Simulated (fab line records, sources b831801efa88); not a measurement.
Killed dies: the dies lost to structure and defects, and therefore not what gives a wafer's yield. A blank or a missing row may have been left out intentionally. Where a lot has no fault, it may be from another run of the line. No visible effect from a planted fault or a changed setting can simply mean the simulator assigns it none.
fab line records | flow sfq-line
[record] lots = 14 | wafers = 40 | last-day = 94
route steps=325 shown M4@160 I4@174 R5@213
lots that met no fault: taken from a fault-free run of the same line
start-h: the number of hours between the record's first day and the start of the first shown wafer of the lot | wait-h: time in hours since the lot's previous step | " same as the row above | L1.1+2: one row covering several wafers at once | - value missing, or start not given | * or withheld: withheld | < > ~ a bound
route shown NAME@n: a module of which the file shows steps, and the number in the route of the first | usual: mean/standard deviation taken from wafers without a fault | same: alike in all rows | chamber/n: place in a boat | sites: readings site by site | _std_site: standard deviation of those values | _edge_site: the outer-site mean with the inner-site mean subtracted | radius-mm: for every site, how far away it sits from the centre of the wafer | mask NAME#n: copy n | behind: the most recent tool/chamber to have shaped the wafer | hold: what put the lot on hold/how long, in hours/how the hold closed | device: transistor that didn't switch, given as n, p or np | end of line: tests run on the same wafers once the route is complete | a step with no rows: only its recipe | killed: the dies lost at the first sort to structure and to defects; this is not the yield of the wafer | map: a wafer's dies, marking killed ones x, the rest . and places with no die _
set.NAME: the setting as run; set.NAME@STEP: as run at that earlier step | model.NAME: the simulator's own value behind a step, which no gauge read
route steps across a sampled set of lots; one table per step, one row per wafer
services: when a tool's chamber went out of use (start-h, in hours from the record's first day, below 0 if earlier), for how many hours, and the reason
[[steps]]
[step SFQ_TRILAYER_M4_ETCH_METAL_ETCH_096]
[recipe] target = Nb | stop-on = SiO2 | mask-material = PR | chemistry = Cl2/Ar | target-depth-nm = 240 | icp-w = 600 | bias-w = 80 | pressure-mtorr = 10 | time-s = 120
[usual] bias-w = 80.00/0.22 | drypump-motor-current-A = 5.7/0.59 | oes-product-au = 0.893/0.009
lot.wafer | tool         | chamber | start-h | wait-h | bias-w | drypump-motor-current-A | oes-product-au | rf-hours-counter-h
L613.1    | rie-metal-01 | 0       | 971.19  | 0.0    | 79.91  | 5.0                     | 0.903          | 34
L613.5    | "            | 0       | "       | "      | 80.02  | 5.0                     | 0.901          | -
L613.6    | "            | 1       | "       | "      | 79.91  | 5.6                     | 0.888          | -
L614.1    | rie-metal-01 | 1       | 982.01  | 0.0    | 79.86  | 5.6                     | 0.886          | 124
L614.2    | "            | 0       | "       | "      | 79.90  | 5.0                     | 0.891          | 36
L614.6    | "            | 0       | "       | "      | 80.04  | 5.0                     | 0.894          | -
L615.3    | rie-metal-03 | 0       | 1004.85 | 0.1    | 80.34  | 5.0                     | 0.898          | -
L615.4    | "            | 1       | "       | "      | 79.62  | 6.5                     | 0.899          | -
L615.6    | "            | 1       | "       | "      | 79.72  | 6.5                     | 0.888          | -
L616.1    | rie-metal-03 | 0       | 1024.04 | 0.1    | 79.71  | 5.0                     | 0.888          | 144
L616.3    | "            | 0       | "       | "      | 79.93  | 5.0                     | 0.888          | -
L616.4    | "            | 1       | "       | "      | 80.15  | 6.5                     | 0.886          | -
L617.2    | rie-metal-03 | 0       | 1031.41 | 0.0    | 79.66  | 5.0                     | 0.892          | 145
L617.4    | "            | 1       | "       | "      | 80.30  | 6.5                     | 0.907          | -
L617.5    | "            | 1       | "       | "      | 80.00  | 6.5                     | 0.875          | -
L618.1    | rie-metal-01 | 0       | 1053.07 | 0.0    | 79.80  | 5.0                     | 0.876          | 45
L618.2    | "            | 1       | "       | "      | 79.78  | 5.6                     | 0.881          | 133
L618.3    | "            | 0       | "       | "      | 80.20  | 5.0                     | 0.892          | -
L623.1    | rie-metal-04 | 1       | 1247.51 | 0.0    | 80.21  | 5.7                     | 0.894          | 53
L623.2    | "            | 0       | "       | "      | 79.91  | 6.2                     | 0.874          | 126
L626.1    | rie-metal-04 | 1       | 1267.91 | 0.0    | 79.89  | 5.7                     | 0.884          | 56
L626.2    | "            | 0       | "       | "      | 80.03  | 6.2                     | 0.892          | 130
L626.5    | "            | 1       | "       | "      | 79.84  | 5.7                     | 0.879          | -
L627.2    | rie-metal-03 | 1       | 1269.11 | 0.0    | 80.13  | 6.5                     | 0.887          | 47
L627.5    | "            | 1       | "       | "      | 80.20  | 6.6                     | 0.893          | -
L630.4    | rie-metal-03 | 0       | 1272.75 | 0.1    | 80.19  | 5.1                     | 0.878          | -
L630.5    | "            | 1       | "       | "      | 80.54  | 6.5                     | 0.911          | -
L630.6    | "            | 0       | "       | "      | 79.73  | 5.1                     | 0.900          | -
L631.1    | rie-metal-01 | 0       | 1273.91 | 0.0    | 79.77  | 5.0                     | 0.898          | 73
L631.2    | "            | 1       | "       | "      | 79.75  | 5.6                     | 0.902          | 13
L631.6    | "            | 0       | "       | "      | 80.19  | 5.0                     | 0.890          | -
L633.2    | rie-metal-01 | 0       | 1276.31 | 0.0    | 80.15  | 5.0                     | 0.890          | 73
L633.3    | "            | 1       | "       | "      | 79.78  | 5.6                     | 0.897          | -
L633.5    | "            | 0       | "       | "      | 80.29  | 5.0                     | 0.907          | -
L635.1    | rie-metal-01 | 0       | 1278.71 | 0.0    | 79.78  | 5.0                     | 0.891          | 74
L635.2    | "            | 1       | "       | "      | 79.78  | 5.6                     | 0.891          | 14
L635.3    | "            | 0       | "       | "      | 79.97  | 5.0                     | 0.904          | -
L636.1    | rie-metal-04 | 1       | 1279.91 | 0.0    | 79.97  | 5.7                     | 0.898          | 58
L636.2    | "            | 0       | "       | "      | 79.95  | 6.2                     | 0.895          | 132
L636.4    | "            | 1       | "       | "      | 79.87  | 5.7                     | 0.894          | -
[step SFQ_TRILAYER_I4_VIA_BARC_OPEN_VIA_ETCH_146]
[recipe] mask-material = PR | chemistry = O2 | target-depth-nm = 125 | target = BARC | source-w = 500 | bias-w = 80 | pressure-mtorr = 30 | time-s = 41.7
[usual] bias-w = 80.00/0.24 | drypump-motor-current-A = 5.8/0.37 | oes-product-au = 0.685/0.0043
lot.wafer | tool        | chamber | start-h | wait-h | bias-w | drypump-motor-current-A | oes-product-au | rf-hours-counter-h
L613.1    | rie-diel-02 | 3       | 1125.43 | 0.0    | 80.00  | 5.9                     | 0.690          | 5
L613.5    | "           | 2       | "       | "      | 80.15  | 5.8                     | 0.687          | -
L613.6    | "           | 1       | "       | "      | 80.16  | 6.1                     | 0.689          | -
L614.1    | rie-diel-04 | 1       | 1137.56 | 0.0    | 80.10  | 5.6                     | 0.685          | 4
L614.2    | "           | 2       | "       | "      | 80.38  | 5.5                     | 0.678          | 8
L614.6    | "           | 0       | "       | "      | 80.03  | 5.0                     | 0.682          | -
L615.3    | rie-diel-03 | 1       | 1156.76 | 0.0    | 80.16  | 5.8                     | 0.684          | 7
L615.4    | "           | 0       | "       | "      | 79.95  | 6.2                     | 0.680          | 6
L615.6    | "           | 1       | "       | "      | 80.24  | 5.8                     | 0.682          | -
L616.1    | rie-diel-03 | 3       | 1181.96 | 0.0    | 79.67  | 5.0                     | 0.687          | 5
L616.3    | "           | 1       | "       | "      | 79.93  | 5.8                     | 0.688          | 8
L616.4    | "           | 0       | "       | "      | 80.01  | 6.2                     | 0.690          | 7
L617.2    | rie-diel-02 | 0       | 1189.16 | 0.0    | 79.78  | 5.6                     | 0.689          | 13
L617.4    | "           | 3       | "       | "      | 80.60  | 5.9                     | 0.685          | 7
L617.5    | "           | 0       | "       | "      | 80.13  | 5.6                     | 0.677          | -
L618.1    | rie-diel-02 | 3       | 1208.36 | 0.0    | 79.64  | 5.8                     | 0.690          | 7
L618.2    | "           | 2       | "       | "      | 79.84  | 5.8                     | 0.680          | 16
L618.3    | "           | 0       | "       | "      | 79.66  | 5.6                     | 0.690          | 14
L623.1    | rie-diel-02 | 3       | 1288.25 | 0.0    | 79.74  | 5.9                     | 0.686          | 8
L623.2    | "           | 2       | "       | "      | 79.84  | 5.8                     | 0.687          | 17
L626.1    | rie-diel-03 | 3       | 1294.25 | 0.0    | 80.22  | 5.0                     | 0.692          | 6
L626.2    | "           | 0       | "       | "      | 80.09  | 6.2                     | 0.682          | 9
L626.5    | "           | 0       | "       | "      | 79.91  | 6.2                     | 0.689          | -
L627.2    | rie-diel-02 | 1       | 1295.45 | 0.0    | 79.88  | 6.1                     | 0.684          | 10
L627.5    | "           | 1       | "       | "      | 80.07  | 6.1                     | 0.689          | -
L630.4    | rie-diel-04 | 2       | 1302.20 | 0.0    | 80.24  | 5.5                     | 0.689          | 10
L630.5    | "           | 0       | "       | "      | 80.03  | 5.0                     | 0.686          | -
L630.6    | "           | 1       | "       | "      | 79.77  | 5.6                     | 0.698          | -
L631.1    | rie-diel-03 | 1       | 1303.40 | 0.0    | 80.24  | 5.8                     | 0.682          | 10
L631.2    | "           | 0       | "       | "      | 80.26  | 6.2                     | 0.688          | 9
L631.6    | "           | 2       | "       | "      | 80.51  | 5.7                     | 0.678          | -
L633.2    | rie-diel-04 | 0       | 1305.80 | 0.0    | 80.01  | 5.0                     | 0.685          | 4
L633.3    | "           | 3       | "       | "      | 79.72  | 6.3                     | 0.676          | 5
L633.5    | "           | 2       | "       | "      | 79.80  | 5.5                     | 0.688          | -
L635.1    | rie-diel-02 | 2       | 1308.20 | 0.0    | 80.19  | 5.9                     | 0.686          | 18
L635.2    | "           | 1       | "       | "      | 79.50  | 6.1                     | 0.675          | 10
L635.3    | "           | 3       | "       | "      | 79.97  | 5.9                     | 0.687          | 9
L636.1    | rie-diel-04 | 2       | 1309.40 | 0.0    | 79.70  | 5.5                     | 0.685          | 10
L636.2    | "           | 0       | "       | "      | 79.94  | 5.0                     | 0.684          | 4
L636.4    | "           | 3       | "       | "      | 79.66  | 6.3                     | 0.692          | 5
[step SFQ_TRILAYER_I4_VIA_ETCH_VIA_ETCH_106]
[recipe] target = SiO2 | stop-on = Nb | mask-material = PR | taper-deg = 20 | chemistry = CHF3 | target-depth-nm = 260 | source-w = 500 | bias-w = 80 | pressure-mtorr = 30 | time-s = withheld
[usual] bias-w = 80.00/0.26 | drypump-motor-current-A = 5.8/0.37 | oes-product-au = 0.853/0.0053
lot.wafer | tool        | chamber | start-h | wait-h | bias-w | drypump-motor-current-A | oes-product-au
L613.1    | rie-diel-02 | 3       | 1125.47 | 0.0    | 79.91  | 5.9                     | 0.851
L613.5    | "           | 2       | "       | "      | 80.21  | 5.8                     | 0.852
L613.6    | "           | 1       | "       | "      | 79.97  | 6.1                     | 0.850
L614.1    | rie-diel-04 | 1       | 1137.60 | 0.0    | 80.12  | 5.6                     | 0.857
L614.2    | "           | 2       | "       | "      | 80.28  | 5.5                     | 0.855
L614.6    | "           | 0       | "       | "      | 80.05  | 5.0                     | 0.865
L615.3    | rie-diel-03 | 1       | 1156.80 | 0.0    | 80.19  | 5.8                     | 0.843
L615.4    | "           | 0       | "       | "      | 80.19  | 6.2                     | 0.853
L615.6    | "           | 1       | "       | "      | 80.62  | 5.8                     | 0.846
L616.1    | rie-diel-03 | 3       | 1182.00 | 0.0    | 79.83  | 5.0                     | 0.853
L616.3    | "           | 1       | "       | "      | 80.36  | 5.8                     | 0.841
L616.4    | "           | 0       | "       | "      | 79.87  | 6.2                     | 0.850
L617.2    | rie-diel-02 | 0       | 1189.20 | 0.0    | 80.20  | 5.5                     | 0.856
L617.4    | "           | 3       | "       | "      | 80.35  | 5.9                     | 0.857
L617.5    | "           | 0       | "       | "      | 80.24  | 5.5                     | 0.854
L618.1    | rie-diel-02 | 3       | 1208.40 | 0.0    | 79.90  | 5.8                     | 0.858
L618.2    | "           | 2       | "       | "      | 79.86  | 5.8                     | 0.856
L618.3    | "           | 0       | "       | "      | 80.22  | 5.5                     | 0.848
L623.1    | rie-diel-02 | 3       | 1288.29 | 0.0    | 80.12  | 5.9                     | 0.845
L623.2    | "           | 2       | "       | "      | 80.11  | 5.9                     | 0.852
L626.1    | rie-diel-03 | 3       | 1294.29 | 0.0    | 80.21  | 5.0                     | 0.856
L626.2    | "           | 0       | "       | "      | 80.10  | 6.2                     | 0.849
L626.5    | "           | 0       | "       | "      | 80.13  | 6.2                     | 0.862
L627.2    | rie-diel-02 | 1       | 1295.49 | 0.0    | 79.92  | 6.1                     | 0.844
L627.5    | "           | 1       | "       | "      | 79.99  | 6.1                     | 0.846
L630.4    | rie-diel-04 | 2       | 1302.24 | 0.0    | 80.64  | 5.5                     | 0.851
L630.5    | "           | 0       | "       | "      | 79.67  | 5.0                     | 0.846
L630.6    | "           | 1       | "       | "      | 79.84  | 5.6                     | 0.861
L631.1    | rie-diel-03 | 1       | 1303.44 | 0.0    | 80.02  | 5.8                     | 0.856
L631.2    | "           | 0       | "       | "      | 79.89  | 6.2                     | 0.866
L631.6    | "           | 2       | "       | "      | 80.08  | 5.7                     | 0.845
L633.2    | rie-diel-04 | 0       | 1305.84 | 0.0    | 80.39  | 5.0                     | 0.852
L633.3    | "           | 3       | "       | "      | 79.97  | 6.3                     | 0.851
L633.5    | "           | 2       | "       | "      | 79.82  | 5.5                     | 0.861
L635.1    | rie-diel-02 | 2       | 1308.24 | 0.0    | 80.52  | 5.9                     | 0.858
L635.2    | "           | 1       | "       | "      | 79.81  | 6.1                     | 0.858
L635.3    | "           | 3       | "       | "      | 80.32  | 5.9                     | 0.850
L636.1    | rie-diel-04 | 2       | 1309.44 | 0.0    | 79.92  | 5.5                     | 0.847
L636.2    | "           | 0       | "       | "      | 79.85  | 5.0                     | 0.863
L636.4    | "           | 3       | "       | "      | 79.78  | 6.3                     | 0.857
[step SFQ_TRILAYER_R5_DEP_SPUTTER_133]
[recipe] material = MoNx | base-pressure-pa = 1.33e-06 | target-thk-nm = 40 | power-w = 1000 | time-s = 66.7 | chamber-pressure-pa = 0.4
[usual] throttle-valve-pct = 29.5/1.3
lot.wafer | tool           | chamber | start-h | wait-h | throttle-valve-pct
L613.1    | pvd-sputter-03 | -       | 1389.44 | 0.0    | 29.2
L613.5    | "              | -       | "       | "      | 29.3
L613.6    | "              | -       | "       | "      | 29.9
L614.1    | pvd-sputter-03 | -       | 1397.84 | 0.0    | 31.7
L614.2    | "              | -       | "       | "      | 30.6
L614.6    | "              | -       | "       | "      | 29.3
L615.3    | pvd-sputter-03 | -       | 1413.30 | 0.0    | 31.9
L615.4    | "              | -       | "       | "      | 29.2
L615.6    | "              | -       | "       | "      | 30.5
L616.1    | pvd-sputter-03 | -       | 1429.28 | 0.0    | 30.7
L616.3    | "              | -       | "       | "      | 29.9
L616.4    | "              | -       | "       | "      | 31.5
L617.2    | pvd-sputter-03 | -       | 1438.88 | 0.0    | 30.8
L617.4    | "              | -       | "       | "      | 31.9
L617.5    | "              | -       | "       | "      | 29.5
L618.1    | pvd-sputter-03 | -       | 1461.63 | 0.0    | 31.9
L618.2    | "              | -       | "       | "      | 29.8
L618.3    | "              | -       | "       | "      | 29.2
L623.1    | pvd-sputter-05 | -       | 1519.24 | 0.0    | 29.6
L623.2    | "              | -       | "       | "      | 27.3
L626.1    | pvd-sputter-05 | -       | 1524.04 | 0.0    | 29.7
L626.2    | "              | -       | "       | "      | 27.6
L626.5    | "              | -       | "       | "      | 27.8
L627.2    | pvd-sputter-05 | -       | 1528.48 | 0.0    | 28.3
L627.5    | "              | -       | "       | "      | 29.8
L630.4    | pvd-sputter-03 | -       | 1534.03 | 0.0    | 29.3
L630.5    | "              | -       | "       | "      | 30.8
L630.6    | "              | -       | "       | "      | 29.8
L631.1    | pvd-sputter-04 | -       | 1534.83 | 0.0    | 30.0
L631.2    | "              | -       | "       | "      | 29.3
L631.6    | "              | -       | "       | "      | 29.1
L633.2    | pvd-sputter-03 | -       | 1539.49 | 0.0    | 30.1
L633.3    | "              | -       | "       | "      | 31.7
L633.5    | "              | -       | "       | "      | 29.3
L635.1    | pvd-sputter-03 | -       | 1546.03 | 0.0    | 29.3
L635.2    | "              | -       | "       | "      | 31.8
L635.3    | "              | -       | "       | "      | 30.4
L636.1    | pvd-sputter-04 | -       | 1547.83 | 0.0    | 30.0
L636.2    | "              | -       | "       | "      | 30.0
L636.4    | "              | -       | "       | "      | 29.4
[step SFQ_R5_RS_MEAS_933]
[recipe] thk-meas-gauge = four-point-probe | reads = Ti_of_TRILAYER_R5_DEP_SPUTTER_134+MoNx_of_TRILAYER_R5_DEP_SPUTTER_133+Ti_of_TRILAYER_R5_DEP_SPUTTER_132
[usual] R5_MONX_RS = 7.06/0.1
lot.wafer | tool          | chamber | start-h | wait-h | R5_MONX_RS[ohm/sq]
L613.1    | film-metro-04 | -       | 1389.51 | 0.0    | 7.10
L613.5    | "             | -       | "       | "      | 7.09
L613.6    | "             | -       | "       | "      | 7.03
L614.1    | film-metro-03 | -       | 1397.91 | 0.0    | 7.03
L614.2    | "             | -       | "       | "      | 7.05
L614.6    | "             | -       | "       | "      | 7.00
L615.3    | film-metro-02 | -       | 1413.42 | 0.1    | 7.05
L615.4    | "             | -       | "       | "      | 7.02
L615.6    | "             | -       | "       | "      | 7.01
L616.1    | film-metro-04 | -       | 1429.35 | 0.0    | 7.24
L616.3    | "             | -       | "       | "      | 7.08
L616.4    | "             | -       | "       | "      | 7.16
L617.2    | film-metro-02 | -       | 1438.97 | 0.0    | 7.14
L617.4    | "             | -       | "       | "      | 7.11
L617.5    | "             | -       | "       | "      | 7.21
L618.1    | film-metro-03 | -       | 1461.70 | 0.0    | 7.11
L618.2    | "             | -       | "       | "      | 6.93
L618.3    | "             | -       | "       | "      | 7.12
L623.1    | film-metro-04 | -       | 1519.31 | 0.0    | 7.08
L623.2    | "             | -       | "       | "      | 6.14
L626.1    | film-metro-03 | -       | 1524.11 | 0.0    | 6.93
L626.2    | "             | -       | "       | "      | 6.02
L626.5    | "             | -       | "       | "      | 6.04
L627.2    | film-metro-02 | -       | 1528.57 | 0.0    | 6.07
L627.5    | "             | -       | "       | "      | 6.00
L630.4    | film-metro-04 | -       | 1534.16 | 0.1    | 7.14
L630.5    | "             | -       | "       | "      | 7.15
L630.6    | "             | -       | "       | "      | 7.02
L631.1    | film-metro-02 | -       | 1534.90 | 0.0    | 7.01
L631.2    | "             | -       | "       | "      | 7.01
L631.6    | "             | -       | "       | "      | 6.96
L633.2    | film-metro-04 | -       | 1539.59 | 0.0    | 6.92
L633.3    | "             | -       | "       | "      | 6.98
L633.5    | "             | -       | "       | "      | 7.00
L635.1    | film-metro-02 | -       | 1546.10 | 0.0    | 6.96
L635.2    | "             | -       | "       | "      | 6.99
L635.3    | "             | -       | "       | "      | 7.03
L636.1    | film-metro-02 | -       | 1547.90 | 0.0    | 6.90
L636.2    | "             | -       | "       | "      | 6.96
L636.4    | "             | -       | "       | "      | 6.93
[step SFQ_R5_THK_MEAS_934]
[recipe] thk-meas-gauge = xrf | reads = MoNx_of_TRILAYER_R5_DEP_SPUTTER_133
[usual] R5_MONX_THK = 39.4/0.64
lot.wafer | tool          | chamber | start-h | wait-h | R5_MONX_THK[nm]
L613.1    | film-metro-04 | -       | 1389.63 | 0.1    | 39.2
L613.5    | "             | -       | "       | "      | 39.3
L613.6    | "             | -       | "       | "      | 39.4
L614.1    | film-metro-03 | -       | 1398.03 | 0.1    | 39.4
L614.2    | "             | -       | "       | "      | 39.3
L614.6    | "             | -       | "       | "      | 39.8
L615.3    | film-metro-02 | -       | 1413.52 | 0.1    | 39.5
L615.4    | "             | -       | "       | "      | 39.9
L615.6    | "             | -       | "       | "      | 39.8
L616.1    | film-metro-04 | -       | 1429.47 | 0.1    | 38.4
L616.3    | "             | -       | "       | "      | 39.3
L616.4    | "             | -       | "       | "      | 38.7
L617.2    | film-metro-02 | -       | 1439.08 | 0.1    | 38.9
L617.4    | "             | -       | "       | "      | 39.2
L617.5    | "             | -       | "       | "      | 38.5
L618.1    | film-metro-03 | -       | 1461.82 | 0.1    | 39.0
L618.2    | "             | -       | "       | "      | 40.1
L618.3    | "             | -       | "       | "      | 38.9
L623.1    | film-metro-04 | -       | 1519.43 | 0.1    | 39.6
L623.2    | "             | -       | "       | "      | 45.8
L626.1    | film-metro-03 | -       | 1524.23 | 0.1    | 39.9
L626.2    | "             | -       | "       | "      | 46.6
L626.5    | "             | -       | "       | "      | 46.6
L627.2    | film-metro-02 | -       | 1528.68 | 0.1    | 45.6
L627.5    | "             | -       | "       | "      | 46.3
L630.4    | film-metro-04 | -       | 1534.25 | 0.1    | 38.9
L630.5    | "             | -       | "       | "      | 38.9
L630.6    | "             | -       | "       | "      | 39.6
L631.1    | film-metro-02 | -       | 1535.02 | 0.1    | 39.9
L631.2    | "             | -       | "       | "      | 39.8
L631.6    | "             | -       | "       | "      | 39.8
L633.2    | film-metro-04 | -       | 1539.70 | 0.1    | 40.2
L633.3    | "             | -       | "       | "      | 39.9
L633.5    | "             | -       | "       | "      | 39.6
L635.1    | film-metro-02 | -       | 1546.22 | 0.1    | 40.1
L635.2    | "             | -       | "       | "      | 39.9
L635.3    | "             | -       | "       | "      | 39.6
L636.1    | film-metro-02 | -       | 1548.02 | 0.1    | 40.4
L636.2    | "             | -       | "       | "      | 40.0
L636.4    | "             | -       | "       | "      | 40.3
[step SFQ_TRILAYER_R5_ETCH_METAL_ETCH_139]
[recipe] stop-on = SiO2 | mask-material = PR | chemistry = Cl2 | target-depth-nm = 60 | icp-w = 600 | bias-w = 80 | pressure-mtorr = 10 | time-s = 40
[usual] bias-w = 79.97/0.23 | drypump-motor-current-A = 5.7/0.51 | oes-product-au = 0.992/0.0067
lot.wafer | tool         | chamber | start-h | wait-h | bias-w | drypump-motor-current-A | oes-product-au | rf-hours-counter-h
L613.1    | rie-metal-04 | 1       | 1392.16 | 0.0    | 80.43  | 5.7                     | 0.993          | 76
L613.5    | "            | 1       | "       | "      | 80.26  | 5.7                     | 0.992          | -
L613.6    | "            | 0       | "       | "      | 80.00  | 6.1                     | 0.986          | -
L614.1    | rie-metal-03 | 1       | 1426.16 | 0.0    | 80.08  | 6.5                     | 1.000          | 74
L614.2    | "            | 0       | "       | "      | 80.29  | 5.0                     | 0.986          | 48
L614.6    | "            | 1       | "       | "      | 79.82  | 6.5                     | 0.999          | -
L615.3    | rie-metal-01 | 1       | 1427.46 | 0.1    | 79.40  | 5.6                     | 0.986          | -
L615.4    | "            | 1       | "       | "      | 79.91  | 5.6                     | 0.988          | -
L615.6    | "            | 1       | "       | "      | 79.58  | 5.6                     | 0.988          | -
L616.1    | rie-metal-03 | 1       | 1431.88 | 0.0    | 79.80  | 6.5                     | 0.991          | 76
L616.3    | "            | 1       | "       | "      | 79.74  | 6.5                     | 0.990          | -
L616.4    | "            | 0       | "       | "      | 80.07  | 5.1                     | 0.976          | -
L617.2    | rie-metal-01 | 0       | 1441.48 | 0.0    | 80.01  | 5.0                     | 0.978          | 100
L617.4    | "            | 1       | "       | "      | 80.31  | 5.6                     | 0.980          | -
L617.5    | "            | 1       | "       | "      | 80.09  | 5.6                     | 0.987          | -
L618.1    | rie-metal-04 | 1       | 1467.01 | 0.0    | 80.13  | 5.7                     | 1.002          | 82
L618.2    | "            | 0       | "       | "      | 80.18  | 6.2                     | 0.993          | 10
L618.3    | "            | 0       | "       | "      | 79.95  | 6.2                     | 0.985          | -
L623.1    | rie-metal-01 | 1       | 1627.23 | 0.1    | 79.83  | 5.6                     | 0.994          | 64
L623.2    | "            | 1       | "       | "      | 79.80  | 5.6                     | 0.954          | -
L626.1    | rie-metal-03 | 0       | 1631.97 | 0.0    | 80.36  | 5.0                     | 0.984          | 77
L626.2    | "            | 1       | "       | "      | 79.86  | 6.5                     | 0.962          | 104
L626.5    | "            | 0       | "       | "      | 80.04  | 5.1                     | 0.969          | -
L627.2    | rie-metal-04 | 0       | 1634.37 | 0.0    | 79.95  | 6.2                     | 0.969          | 35
L627.5    | "            | 1       | "       | "      | 80.02  | 5.7                     | 0.974          | -
L630.4    | rie-metal-03 | 1       | 1640.39 | 0.0    | 80.46  | 6.5                     | 0.990          | -
L630.5    | "            | 1       | "       | "      | 79.98  | 6.5                     | 0.995          | -
L630.6    | "            | 0       | "       | "      | 79.97  | 5.1                     | 0.987          | -
L631.1    | rie-metal-03 | 0       | 1643.36 | 0.0    | 79.91  | 5.0                     | 0.988          | 80
L631.2    | "            | 1       | "       | "      | 79.89  | 6.5                     | 0.996          | 106
L631.6    | "            | 1       | "       | "      | 79.79  | 6.5                     | 0.998          | -
L633.2    | rie-metal-03 | 1       | 1646.96 | 0.0    | 80.18  | 6.5                     | 0.991          | 107
L633.3    | "            | 0       | "       | "      | 79.57  | 5.0                     | 0.987          | -
L633.5    | "            | 1       | "       | "      | 79.78  | 6.5                     | 0.999          | -
L635.1    | rie-metal-01 | 0       | 1650.56 | 0.0    | 80.03  | 5.0                     | 0.991          | 2
L635.2    | "            | 1       | "       | "      | 79.81  | 5.6                     | 1.000          | 68
L635.3    | "            | 0       | "       | "      | 79.83  | 5.0                     | 0.992          | -
L636.1    | rie-metal-03 | 0       | 1651.82 | 0.1    | 79.89  | 5.0                     | 0.983          | 82
L636.2    | "            | 0       | "       | "      | 80.16  | 5.0                     | 0.990          | -
L636.4    | "            | 0       | "       | "      | 79.97  | 5.0                     | 0.983          | -
[[services]]
tool         | chamber | start-h | hours | kind
rie-diel-02  | 1       | 970.41  | 20.5  | repair
rie-diel-02  | 2       | 984.94  | 5.5   | repair
rie-metal-03 | -       | 1043.04 | 0.2   | repair
rie-diel-02  | 2       | 1073.20 | 3.2   | repair
rie-diel-02  | 0       | 1085.11 | 15.2  | repair
rie-diel-02  | -       | 1098.78 | 0.1   | repair
rie-diel-02  | -       | 1109.30 | 15.6  | pm
rie-diel-02  | -       | 1130.95 | 1.0   | repair
rie-metal-03 | -       | 1225.46 | 0.5   | repair
rie-metal-03 | -       | 1245.04 | 0.3   | repair
rie-metal-03 | 0       | 1274.25 | 9.2   | repair
rie-diel-02  | 0       | 1277.41 | 40.2  | repair
rie-metal-03 | -       | 1311.55 | 1.4   | pm
rie-diel-02  | 2       | 1347.97 | 6.9   | repair
rie-diel-02  | 1       | 1380.73 | 4.1   | repair
rie-diel-02  | -       | 1418.74 | 0.5   | repair
rie-diel-02  | 3       | 1446.80 | 4.8   | repair
rie-diel-02  | 2       | 1463.63 | 8.0   | repair
rie-diel-02  | 3       | 1491.96 | 9.5   | repair
rie-diel-02  | 0       | 1576.74 | 2.6   | repair
rie-diel-02  | -       | 1586.23 | 2.8   | pm
rie-diel-02  | 0       | 1618.04 | 9.5   | repair
rie-metal-03 | 1       | 1647.80 | 22.7  | repair
rie-diel-02  | 3       | 1648.13 | 5.2   | repair
[[key]]
[first-sign] step = SFQ_R5_RS_MEAS_933 | reading = R5_MONX_RS | direction = down | sigmas = 9.7 | usual = 7.06 | struck = 6.05
[effect] step = SFQ_R5_THK_MEAS_934 | reading = R5_MONX_THK | direction = up | sigmas = 11 | usual = 39.4 | struck = 46.2
[effect] step = SFQ_TRILAYER_R5_ETCH_METAL_ETCH_139 | reading = oes-product-au | direction = down | sigmas = 3.9 | usual = 0.992 | struck = 0.966
met-at SFQ_TRILAYER_R5_DEP_SPUTTER_133
struck-lots L623,L626,L627
struck-wafers L623.2,L626.2,L626.5,L627.2,L627.5
not-acting-at SFQ_TRILAYER_M4_ETCH_METAL_ETCH_096,SFQ_TRILAYER_I4_VIA_BARC_OPEN_VIA_ETCH_146,SFQ_TRILAYER_I4_VIA_ETCH_VIA_ETCH_106
[fault] kind = process-parameter-drift | tool = pvd-sputter-05 | chamber = - | onset-h = 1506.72 | steps = SFQ_TRILAYER_R5_DEP_SPUTTER_133 | channel = time-s | offset = * | shape = step | end-h = 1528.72 | scope = struck-wafers-only | acts-in = * | stated = *
